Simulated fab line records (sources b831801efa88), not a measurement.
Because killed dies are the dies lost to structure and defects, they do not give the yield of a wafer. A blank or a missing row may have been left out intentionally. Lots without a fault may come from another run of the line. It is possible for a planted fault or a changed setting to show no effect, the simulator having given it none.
fab line records -- flow sky130
record lots=13, wafers=39, lastDay=50
route steps=708 shown RES_XHIGH@339 PAD_OPEN@708
lots that met no fault: taken from a fault-free run of the same line
startH: hours from the record's first day to the start of the lot's first wafer shown -- waitH: how many hours have passed since the lot's step before this one -- " repeats the value in the row above -- L1.1+2: several wafers, shown together as one row -- - either no value or no given start -- * or withheld: withheld -- < > ~ a bound
route shown NAME@n: a module of which the file shows steps, and the number in the route of the first -- usual: the fault-free wafers' mean and standard deviation -- same: alike in all rows -- chamber/n: place in a boat -- sites: per-site readings -- _std_site: the standard deviation of these -- _edge_site: mean of outer sites minus mean of inner sites -- radiusMm: for every site, how far away it sits from the centre of the wafer -- mask NAME#n: copy n -- behind: the last tool/chamber to shape the wafer -- hold: what put the lot on hold/how long, in hours/how the hold closed -- device: whichever transistor did not switch (one of n, p or np) -- end of line: the same wafers' tests at the end of the route -- a step without rows: its recipe alone -- killed: dies that structure and defects cost at the first sort, which is not the same as the wafer's yield -- map: shows each die of a wafer: x if killed, . if not, _ if none is there
set.NAME: the setting that was run; set.NAME@STEP: the one run at that earlier step -- model.NAME: the simulator's own value behind a step, which no gauge read
route steps across a sampled set of lots; one table per step, one row per wafer
services: from which hour (startH, from the record's first day; less than 0 if before it) a tool's chamber was out of use, for how many hours, and why
## steps
# step SKY_RES_XHIGH_IMPLANT_07
# recipe species=BF2, energyKev=20, doseCm2=3.6e+14, tiltDeg=0
# usual beamOnS=41.5/2.3, doseIonsCm2=3.601e+14/3.9e+11
lot.wafer,tool,chamber,startH,waitH,beamOnS,doseIonsCm2
L543.3,implanter-03,0,622.15,0.1,41.9,3.604e+14
L543.4,implanter-03,0,622.15,0.1,43.6,3.6e+14
L543.5,implanter-03,0,622.15,0.1,42.7,3.599e+14
L544.1,implanter-03,0,625.22,0.2,42.9,3.599e+14
L544.5,implanter-03,0,625.22,0.2,40.4,3.602e+14
L544.6,implanter-03,0,625.22,0.2,41.4,3.599e+14
L546.1,implanter-04,0,639.80,0.1,43.0,3.602e+14
L546.2,implanter-04,0,639.80,0.1,45.1,3.598e+14
L546.6,implanter-04,0,639.80,0.1,44.6,3.602e+14
L547.4,implanter-04,0,669.23,0.1,43.7,3.591e+14
L547.5,implanter-04,0,669.23,0.1,44.1,3.597e+14
L547.6,implanter-04,0,669.23,0.1,42.2,3.6e+14
L548.3,implanter-02,0,678.00,0.1,38.3,3.605e+14
L548.5,implanter-02,0,678.00,0.1,38.4,3.599e+14
L548.6,implanter-02,0,678.00,0.1,37.2,3.603e+14
L549.1,implanter-02,0,693.61,0.1,39.8,3.602e+14
L549.4,implanter-02,0,693.61,0.1,38.0,3.599e+14
L549.6,implanter-02,0,693.61,0.1,39.2,3.599e+14
L551.1,implanter-02,0,699.75,0.1,38.6,3.603e+14
L551.2,implanter-02,0,699.75,0.1,39.1,3.603e+14
L551.5,implanter-02,0,699.75,0.1,38.3,3.603e+14
L552.2,implanter-03,0,720.08,0.1,41.5,3.599e+14
L552.4,implanter-03,0,720.08,0.1,42.2,3.596e+14
L552.6,implanter-03,0,720.08,0.1,41.5,3.596e+14
L557.1,implanter-02,0,740.55,0.1,56.5,5.354e+14
L557.5,implanter-02,0,740.55,0.1,57.5,5.356e+14
L557.6,implanter-02,0,740.55,0.1,59.4,5.357e+14
L559.1,implanter-02,0,741.87,0.1,56.6,5.354e+14
L559.5,implanter-02,0,741.87,0.1,57.5,5.358e+14
L559.6,implanter-02,0,741.87,0.1,57.0,5.355e+14
L565.2,implanter-04,0,792.19,0.1,44.0,3.6e+14
L565.4,implanter-04,0,792.19,0.1,44.2,3.6e+14
L565.6,implanter-04,0,792.19,0.1,43.0,3.598e+14
L564.2,implanter-03,0,794.48,0.1,41.1,3.595e+14
L564.4,implanter-03,0,794.48,0.1,42.0,3.596e+14
L564.6,implanter-03,0,794.48,0.1,44.1,3.599e+14
L566.1,implanter-04,0,802.15,0.1,42.9,3.591e+14
L566.3,implanter-04,0,802.15,0.1,44.0,3.599e+14
L566.4,implanter-04,0,802.15,0.1,44.5,3.603e+14
# step SKY_RES_XHIGH_STRIP_08
# recipe chemistry=O2/N2, powerW=1400, pressureMtorr=1500, platenTempC=withheld, o2FlowSccm=3000, n2FlowSccm=300, overashFraction=0.5
# usual chamberPressureMTorr=1499.9/1.4, drypumpMotorCurrentA=5.7/0.31, oesProductAu=0.711/0.0047, stripTimeToEndpointS=14.27/0.044
lot.wafer,tool,chamber,startH,waitH,chamberPressureMTorr,drypumpMotorCurrentA,oesProductAu,rfHoursCounterH,stripTimeToEndpointS
L543.3,plasmaAsher-04,0,622.28,0.1,1502.4,5.9,0.712,-,14.26
L543.4,plasmaAsher-04,1,622.28,0.1,1500.0,5.2,0.712,-,14.27
L543.5,plasmaAsher-04,0,622.28,0.1,1498.8,6.0,0.716,-,14.28
L544.1,plasmaAsher-04,1,625.37,0.1,1498.9,5.2,0.705,88,14.30
L544.5,plasmaAsher-04,1,625.37,0.1,1498.7,5.2,0.713,-,14.28
L544.6,plasmaAsher-04,0,625.37,0.1,1500.6,5.9,0.711,-,14.27
L546.1,plasmaAsher-04,0,639.95,0.1,1500.4,6.0,0.714,90,14.32
L546.2,plasmaAsher-04,1,639.95,0.1,1501.3,5.2,0.711,90,14.32
L546.6,plasmaAsher-04,0,639.95,0.1,1501.7,6.0,0.708,-,14.30
L547.4,plasmaAsher-03,0,669.33,0.1,1501.0,5.9,0.708,-,14.27
L547.5,plasmaAsher-03,1,669.33,0.1,1499.4,5.6,0.707,-,14.27
L547.6,plasmaAsher-03,0,669.33,0.1,1498.2,5.9,0.720,-,14.24
L548.3,plasmaAsher-01,0,678.13,0.1,1500.6,6.1,0.713,-,14.20
L548.5,plasmaAsher-01,0,678.13,0.1,1499.3,6.1,0.713,-,14.22
L548.6,plasmaAsher-01,1,678.13,0.1,1501.4,5.3,0.707,-,14.27
L549.1,plasmaAsher-03,0,693.76,0.1,1498.7,5.9,0.713,90,14.15
L549.4,plasmaAsher-03,1,693.76,0.1,1502.8,5.6,0.713,-,14.20
L549.6,plasmaAsher-03,0,693.76,0.1,1498.5,6.0,0.708,-,14.20
L551.1,plasmaAsher-01,0,699.90,0.1,1496.2,6.1,0.714,23,14.32
L551.2,plasmaAsher-01,1,699.90,0.1,1500.5,5.3,0.714,23,14.25
L551.5,plasmaAsher-01,1,699.90,0.1,1497.9,5.3,0.718,-,14.30
L552.2,plasmaAsher-01,0,720.20,0.1,1501.0,6.1,0.714,26,14.33
L552.4,plasmaAsher-01,1,720.20,0.1,1498.5,5.3,0.712,-,14.33
L552.6,plasmaAsher-01,1,720.20,0.1,1500.8,5.3,0.710,-,14.35
L557.1,plasmaAsher-01,1,740.70,0.1,1499.0,5.3,0.699,28,14.65
L557.5,plasmaAsher-01,0,740.70,0.1,1499.6,6.1,0.696,-,14.64
L557.6,plasmaAsher-01,1,740.70,0.1,1499.5,5.3,0.697,-,14.62
L559.1,plasmaAsher-03,0,742.02,0.1,1499.9,5.9,0.692,95,14.64
L559.5,plasmaAsher-03,1,742.02,0.1,1499.3,5.6,0.690,-,14.61
L559.6,plasmaAsher-03,0,742.02,0.1,1498.6,5.9,0.695,-,14.64
L565.2,plasmaAsher-04,1,792.32,0.1,1500.6,5.2,0.709,4,14.38
L565.4,plasmaAsher-04,1,792.32,0.1,1498.5,5.2,0.713,-,14.37
L565.6,plasmaAsher-04,1,792.32,0.1,1499.3,5.2,0.716,-,14.33
L564.2,plasmaAsher-03,1,794.61,0.1,1500.5,5.6,0.713,101,14.34
L564.4,plasmaAsher-03,0,794.61,0.1,1501.5,5.9,0.700,-,14.30
L564.6,plasmaAsher-03,1,794.61,0.1,1497.3,5.6,0.711,-,14.28
L566.1,plasmaAsher-04,0,802.30,0.1,1499.6,6.0,0.710,5,14.27
L566.3,plasmaAsher-04,0,802.30,0.1,1500.6,6.0,0.715,-,14.27
L566.4,plasmaAsher-04,1,802.30,0.1,1500.9,5.2,0.712,-,14.26
# step SKY_RES_XHIGH_TW_MEAS_09
# usual RES_XHIGH_TW=1636/15
lot.wafer,tool,chamber,startH,waitH,RES_XHIGH_TW
L543.3,filmMetro-03,-,622.37,0.1,1642
L543.4,filmMetro-03,-,622.37,0.1,1645
L543.5,filmMetro-03,-,622.37,0.1,1641
L544.1,filmMetro-03,-,625.47,0.1,1643
L544.5,filmMetro-03,-,625.47,0.1,1637
L544.6,filmMetro-03,-,625.47,0.1,1635
L546.1,filmMetro-03,-,640.05,0.1,1641
L546.2,filmMetro-03,-,640.05,0.1,1635
L546.6,filmMetro-03,-,640.05,0.1,1642
L547.4,filmMetro-01,-,669.43,0.1,1606
L547.5,filmMetro-01,-,669.43,0.1,1605
L547.6,filmMetro-01,-,669.43,0.1,1607
L548.3,filmMetro-01,-,678.22,0.1,1620
L548.5,filmMetro-01,-,678.22,0.1,1622
L548.6,filmMetro-01,-,678.22,0.1,1624
L549.1,filmMetro-02,-,693.86,0.1,1649
L549.4,filmMetro-02,-,693.86,0.1,1643
L549.6,filmMetro-02,-,693.86,0.1,1638
L551.1,filmMetro-02,-,700.00,0.1,1651
L551.2,filmMetro-02,-,700.00,0.1,1641
L551.5,filmMetro-02,-,700.00,0.1,1645
L552.2,filmMetro-01,-,720.31,0.1,1628
L552.4,filmMetro-01,-,720.31,0.1,1619
L552.6,filmMetro-01,-,720.31,0.1,1606
L557.1,filmMetro-02,-,740.80,0.1,1857
L557.5,filmMetro-02,-,740.80,0.1,1868
L557.6,filmMetro-02,-,740.80,0.1,1862
L559.1,filmMetro-02,-,742.12,0.1,1857
L559.5,filmMetro-02,-,742.12,0.1,1865
L559.6,filmMetro-02,-,742.12,0.1,1860
L565.2,filmMetro-02,-,792.43,0.1,1667
L565.4,filmMetro-02,-,792.43,0.1,1653
L565.6,filmMetro-02,-,792.43,0.1,1667
L564.2,filmMetro-01,-,794.72,0.1,1626
L564.4,filmMetro-01,-,794.72,0.1,1628
L564.6,filmMetro-01,-,794.72,0.1,1620
L566.1,filmMetro-01,-,802.40,0.1,1628
L566.3,filmMetro-01,-,802.40,0.1,1628
L566.4,filmMetro-01,-,802.40,0.1,1626
# step SKY_SD_N_RS_MEAS_18
# recipe thkMeasGauge=four-point-probe
# usual RES_XHIGH_RS=333.1/1.1
lot.wafer,tool,chamber,startH,waitH,RES_XHIGH_RS[ohm/sq]
L543.3,filmMetro-02,-,651.83,0.1,331.4
L543.4,filmMetro-02,-,651.83,0.1,332.8
L543.5,filmMetro-02,-,651.83,0.1,332.1
L544.1,filmMetro-01,-,655.05,0.1,335.0
L544.5,filmMetro-01,-,655.05,0.1,335.7
L544.6,filmMetro-01,-,655.05,0.1,334.3
L546.1,filmMetro-01,-,669.15,0.1,334.4
L546.2,filmMetro-01,-,669.15,0.1,334.0
L546.6,filmMetro-01,-,669.15,0.1,332.7
L547.4,filmMetro-01,-,698.19,0.1,332.6
L547.5,filmMetro-01,-,698.19,0.1,332.4
L547.6,filmMetro-01,-,698.19,0.1,332.7
L548.3,filmMetro-02,-,707.28,0.1,332.6
L548.5,filmMetro-02,-,707.28,0.1,331.8
L548.6,filmMetro-02,-,707.28,0.1,332.6
L549.1,filmMetro-03,-,722.34,0.1,332.0
L549.4,filmMetro-03,-,722.34,0.1,332.8
L549.6,filmMetro-03,-,722.34,0.1,333.6
L551.1,filmMetro-02,-,728.39,0.1,332.4
L551.2,filmMetro-02,-,728.39,0.1,332.1
L551.5,filmMetro-02,-,728.39,0.1,333.8
L552.2,filmMetro-03,-,749.26,0.1,332.3
L552.4,filmMetro-03,-,749.26,0.1,333.0
L552.6,filmMetro-03,-,749.26,0.1,333.5
L557.1,filmMetro-03,-,769.04,0.1,241.9
L557.5,filmMetro-03,-,769.04,0.1,242.5
L557.6,filmMetro-03,-,769.04,0.1,242.5
L559.1,filmMetro-02,-,769.69,0.1,242.3
L559.5,filmMetro-02,-,769.69,0.1,241.9
L559.6,filmMetro-02,-,769.69,0.1,242.4
L565.2,filmMetro-02,-,820.11,0.1,332.6
L565.4,filmMetro-02,-,820.11,0.1,331.2
L565.6,filmMetro-02,-,820.11,0.1,332.3
L564.2,filmMetro-03,-,822.11,0.1,332.4
L564.4,filmMetro-03,-,822.11,0.1,332.5
L564.6,filmMetro-03,-,822.11,0.1,332.1
L566.1,filmMetro-03,-,830.05,0.1,334.0
L566.3,filmMetro-03,-,830.05,0.1,334.3
L566.4,filmMetro-03,-,830.05,0.1,333.0
# step SKY_PAD_OPEN_PROBE_99
# usual killed_at_M0_to_M3=43/6.8, killed_at_M4_up=3.0/1.8, killedAtContacts=23/5.4, killedAtFrontEnd=15/4.4, killedAtOther=0.3/0.51, killedDies=85/9.2, killedOpen=47/6.8, killedShort=39/6.8
# same grossDies=492, killedAtBackSide=0
lot.wafer,tool,chamber,startH,waitH,killed_at_M0_to_M3,killed_at_M4_up,killedAtContacts,killedAtFrontEnd,killedAtOther,killedDies,killedOpen,killedShort
L564.2,prober-02,-,1197.92,0.1,40,5,24,12,0,81,44,37
L564.4,prober-02,-,1198.02,0.2,46,2,20,18,0,86,45,41
L564.6,prober-02,-,1198.12,0.2,36,2,26,21,0,85,46,39
# killed by level:class
L564.2 CONTACT:geometricParticle:open=9 VIA3:geometricParticle:open=8 LI_CONTACT:geometricParticle:open=7 VIA1:geometricParticle:open=6 METAL2:geometricParticle:short=6 POLY_GATE:geometricParticle:short=4 CONTACT:geometricParticle:short=4 VIA1:geometricParticle:short=4
L564.4 VIA1:geometricParticle:open=9 VIA3:geometricParticle:open=8 CONTACT:geometricParticle:open=8 FIELD_ISO:geometricParticle:short=7 VIA2:geometricParticle:open=6 LI_CONTACT:geometricParticle:open=6 FIELD_ISO:geometricParticle:open=4 VIA1:geometricParticle:short=4
L564.6 CONTACT:geometricParticle:open=10 FIELD_ISO:geometricParticle:open=8 VIA2:geometricParticle:open=7 CONTACT:geometricParticle:short=7 VIA1:geometricParticle:open=7 FIELD_ISO:geometricParticle:short=4 POLY_GATE:geometricParticle:short=4 POLY_GATE:geometricParticle:open=4
## services
tool,chamber,startH,hours,kind
implanter-02,-,602.36,43.9,repair
implanter-04,-,624.80,2.8,repair
plasmaAsher-01,-,626.74,44.3,repair
plasmaAsher-04,-,633.23,1.3,repair
plasmaAsher-03,-,642.95,1.0,repair
implanter-04,-,662.84,2.7,repair
plasmaAsher-04,-,706.14,14.7,repair
implanter-02,-,709.85,4.1,pm
plasmaAsher-04,-,733.75,9.0,pm
plasmaAsher-04,0,733.75,9.0,ventCycle
plasmaAsher-04,1,733.75,9.0,ventCycle
plasmaAsher-04,0,742.75,-,clean
plasmaAsher-04,1,742.75,-,clean
implanter-04,-,758.32,1.7,repair
plasmaAsher-04,-,769.88,4.3,repair
## key
firstSign step=SKY_RES_XHIGH_IMPLANT_07, reading=doseIonsCm2, direction=up, sigmas=99+, usual=*, struck=*
effect step=SKY_RES_XHIGH_IMPLANT_07, reading=beamOnS, direction=up, sigmas=7, usual=41.5, struck=57.4
effect step=SKY_RES_XHIGH_STRIP_08, reading=stripTimeToEndpointS, direction=up, sigmas=8.4, usual=*, struck=*
effect step=SKY_RES_XHIGH_TW_MEAS_09, reading=RES_XHIGH_TW, direction=up, sigmas=15, usual=1636, struck=1861
effect step=SKY_SD_N_RS_MEAS_18, reading=RES_XHIGH_RS, direction=down, sigmas=85, usual=333.1, struck=242.3
metAt SKY_RES_XHIGH_IMPLANT_07
struckLots L557,L559
testerLeftOut L557,L559
onsetBetween 699.75 740.55
fault kind=processParameterDrift, tool=implanter-02, chamber=-, onsetH=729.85, steps=SKY_RES_XHIGH_IMPLANT_07, channel=doseCm2, offset=*, shape=step, endH=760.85, actsIn=*, stated=*
# testerLeftOut: of these lots the tester's yield and bins aren't shown, on N5 and GAA mostly nor the transistor test; their killed dies are dies lost to structure and defects alone, not to doping, threshold or leakage, so they don't give the yield
